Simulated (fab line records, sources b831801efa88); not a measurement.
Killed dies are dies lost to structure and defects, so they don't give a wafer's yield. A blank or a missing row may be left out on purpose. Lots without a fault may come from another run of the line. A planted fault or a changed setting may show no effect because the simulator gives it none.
One fault seen from 2 desks | flow gf180mcu | each desk has only its own numbers; what lay behind them comes last

THE METROLOGY DESK
What the gauges read, lot by lot, whatever tool the lot ran on: means of the sampled wafers that have a number. A lot is out of limits, marked OUT, if its mean lies more than 4 standard deviations from the usual mean; the brackets give that distance.
Columns: A = TOP_METAL_OVL at GF_TOP_METAL_OVL_MEAS_15, usual 0.1 nm
lot  | first seen here | A
L311 | day 28 15:41    | 2.3
L313 | day 29 13:59    | 1.1
L318 | day 31 03:14    | -0.0
L321 | day 31 22:28    | -0.5
L323 | day 32 00:02    | -0.1
L324 | day 32 13:02    | -1.6
L325 | day 32 21:38    | 0.2
L327 | day 33 11:46    | 0.5
L330 | day 34 04:08    | -2.3
L331 | day 34 04:47    | -1.2
L328 | day 34 07:59    | 0.7
L333 | day 34 21:44    | 0.4
This desk's finding: nothing out of limits on any of the 12 lots.

THE TOOL OWNER'S DESK: plasma_asher-01
The tool's own readings at GF_PASSIVATION_STRIP_12 (strips in O2/N2): means of the sampled wafers that have a number, for each lot that ran on this tool. A lot is out of limits, marked OUT, if its mean lies more than 4 standard deviations from the usual mean; the brackets give that distance.
Columns: A = drypump_motor_current_A at GF_PASSIVATION_STRIP_12, usual 5.5 A; B = heater_power_w at GF_PASSIVATION_STRIP_12, usual 326 W; C = oes_product_au at GF_PASSIVATION_STRIP_12, usual 0.718 a.u.; D = strip_time_to_endpoint_s at GF_PASSIVATION_STRIP_12, usual 32.9 s
lot  | first seen here | A   | B   | C                | D
L318 | day 31 22:35    | 6.1 | 324 | 0.716            | 32.8
L321 | day 32 16:59    | 6.1 | 322 | 0.700 (-4.2) OUT | 33.7
L323 | day 32 18:23    | 6.2 | 326 | 0.697 (-4.8) OUT | 34.4 (+4.6) OUT
L324 | day 33 05:53    | 6.1 | 330 | 0.701            | 34.1
This desk's finding: out of limits on L321, L323; first on L321, day 32 16:59 (oes_product_au at GF_PASSIVATION_STRIP_12). In limits: L318, L324.

PUT TOGETHER
The tool owner's desk could have raised an alarm at day 32 16:59, on L321, L323.
The metrology desk saw nothing out of limits.
The metrology desk has L321, L323 on record, within its limits.
Of the lots named, all ran GF_PASSIVATION_STRIP_12 on plasma_asher-01.

WHAT THE SIMULATOR HAD PUT IN
Process parameter drift: plasma_asher-01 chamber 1, from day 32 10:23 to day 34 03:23, at GF_PASSIVATION_STRIP_12. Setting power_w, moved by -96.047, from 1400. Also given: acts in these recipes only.
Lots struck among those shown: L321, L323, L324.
Hours from the fault's start to each desk's first reading out of limits: the tool owner's desk, 7.
